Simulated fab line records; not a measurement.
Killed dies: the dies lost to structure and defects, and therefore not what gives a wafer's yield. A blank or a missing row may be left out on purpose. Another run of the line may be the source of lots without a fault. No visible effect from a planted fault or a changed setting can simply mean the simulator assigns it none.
Chamber matching | flow gf180mcu | pecvd-03 running GF_V4_CVD_02: 3 sister chambers
The step deposits SiO2 from TEOS, target thk 850 nm, time 94.851 s. 6 wafers are shown with their chamber, then 9 later ones without.

== WAFERS WITH THEIR CHAMBER ==
wafer  | chamber | heater_power_w (W) | susceptor_temp_C (C)
L082.4 | 0       | 740                | 399.98
L085.2 | 1       | 714                | 400.20
L085.6 | 2       | 648                | 400.20
L092.1 | 0       | 675                | 400.00
L092.2 | 2       | 708                | 399.84
L092.3 | 1       | 730                | 400.01

== WAFERS WITH NO CHAMBER GIVEN ==
wafer  | heater_power_w (W) | susceptor_temp_C (C)
L093.2 | 681                | 400.18
L093.4 | 578                | 399.99
L093.5 | 588                | 400.08
L096.1 | 610                | 400.02
L096.4 | 684                | 399.95
L096.6 | 707                | 399.97
L097.4 | 586                | 400.04
L097.5 | 657                | 400.03
L097.6 | 749                | 399.94

== THE CHAMBER EACH PASSED THROUGH ==
wafer  | from the rows above          | in truth
L093.2 | can't be placed: 2 or 1 or 0 | 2
L093.4 | can't be placed: 2 or 0 or 1 | 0
L093.5 | can't be placed: 2 or 0 or 1 | 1
L096.1 | can't be placed: 2 or 0 or 1 | 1
L096.4 | can't be placed: 2 or 0 or 1 | 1
L096.6 | can't be placed: 0 or 2 or 1 | 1
L097.4 | can't be placed: 2 or 0 or 1 | 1
L097.5 | can't be placed: 2 or 0 or 1 | 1
L097.6 | can't be placed: 0 or 1 or 2 | 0
Correctly placed: 0 of 9. Cannot be placed on the basis of these rows: 9; the candidates contain the true chamber in 9. Number placed wrongly: 0.
How it was worked out, from the rows above alone: a wafer's distance from a chamber is the root of the sum, over the readings, of the square of ((its reading less the chamber's mean) divided by the reading's scatter). The wafer belongs to the nearest chamber; if the next one is less than 2 further off, it can't be placed. For every chamber, the mean is computed from those of its wafers that are shown. The scatter: take each reading less its chamber's mean, square it, sum over the shown wafers, divide by the number of wafers less the number of chambers, and take the root.
